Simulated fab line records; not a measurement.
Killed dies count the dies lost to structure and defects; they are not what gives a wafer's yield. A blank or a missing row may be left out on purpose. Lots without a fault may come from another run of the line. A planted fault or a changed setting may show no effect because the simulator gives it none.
Chamber matching ; flow gf180mcu ; 4 sister chambers for GF_STI_CMP_25 on cmp-01
The step polishes, stops on Si3N4, t overpolish 33 s, target thk 524.6 nm. 4 wafers are shown with their chamber, then 12 later ones without.

## WAFERS WITH THEIR CHAMBER
wafer;chamber;motor-current-A (A)
L084.5;3;11.9
L091.3;1;13.7
L091.4;2;13.1
L091.5;0;11.6

## WAFERS WHOSE CHAMBER IS MISSING
wafer;motor-current-A (A)
L092.1;11.6
L092.2;12.6
L092.5;13.0
L094.1;13.9
L094.2;11.7
L094.3;11.7
L096.2;12.6
L096.4;11.2
L096.5;12.4
L097.3;11.6
L097.4;13.2
L097.5;11.1

## WHICH CHAMBER EACH WENT THROUGH
wafer;from the rows above;in truth
L092.1;can't be placed: 0 or 3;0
L092.2;can't be placed: 2 or 3 or 0 or 1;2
L092.5;can't be placed: 2 or 1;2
L094.1;can't be placed: 1 or 2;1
L094.2;can't be placed: 0 or 3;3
L094.3;can't be placed: 0 or 3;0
L096.2;can't be placed: 2 or 3 or 0 or 1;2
L096.4;can't be placed: 0 or 3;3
L096.5;can't be placed: 3 or 2 or 0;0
L097.3;can't be placed: 0 or 3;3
L097.4;can't be placed: 2 or 1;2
L097.5;can't be placed: 0 or 3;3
Correct placement for 0 of the 12. From these rows, 12 cannot be placed; in 12 the true chamber is one of the candidates. Placed wrongly: 0.
How it was worked out, from the rows above alone: a wafer's distance from a chamber is the root of the sum, over the readings, of the square of ((its reading less the chamber's mean) divided by the reading's scatter). The wafer belongs to the nearest chamber; if the next one is less than 2 further off, it can't be placed. The mean given for a chamber averages the wafers shown for that chamber. The scatter: with one shown wafer a chamber, the root of the mean of the squares of how far each hidden wafer lies from its nearest shown one.
